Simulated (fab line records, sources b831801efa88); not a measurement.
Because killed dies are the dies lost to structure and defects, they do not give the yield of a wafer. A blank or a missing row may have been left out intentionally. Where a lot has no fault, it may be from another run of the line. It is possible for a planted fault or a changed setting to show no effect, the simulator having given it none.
Chamber matching | flow gf180mcu | GF_V4_CMP_04 on cmp-02: 4 sister chambers
The step polishes SiO2. 4 wafers are shown with their chamber, then 9 later ones without.

WAFERS WITH THEIR CHAMBER
wafer  | chamber | motor-current-A (A)
L612.5 | 1       | 12.3
L616.5 | 3       | 14.8
L619.1 | 2       | 13.1
L619.5 | 0       | 10.8

WAFERS WHOSE CHAMBER IS MISSING
wafer  | motor-current-A (A)
L620.3 | 12.0
L620.4 | 10.7
L620.5 | 14.7
L622.1 | 14.4
L622.2 | 13.3
L622.6 | 10.4
L624.1 | 12.0
L624.2 | 10.3
L624.6 | 11.6

EACH ONE'S CHAMBER
wafer  | from the rows above     | in truth
L620.3 | 1                       | 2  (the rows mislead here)
L620.4 | 0                       | 0
L620.5 | 3                       | 3
L622.1 | 3                       | 3
L622.2 | 2                       | 2
L622.6 | 0                       | 0
L624.1 | 1                       | 1
L624.2 | 0                       | 0
L624.6 | can't be placed: 1 or 0 | 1
7 of 9 placed correctly. These rows do not allow placing 1 (true chamber among the candidates in 1). Number placed wrongly: 1.
How it was worked out, from the rows above alone: a wafer's distance from a chamber is the root of the sum, over the readings, of the square of ((its reading less the chamber's mean) divided by the reading's scatter). The wafer belongs to the nearest chamber; if the next one is less than 2 further off, it can't be placed. A chamber's mean is the mean of its shown wafers. The scatter: root of mean squared gap, hidden wafer to nearest shown wafer, with one shown wafer a chamber.
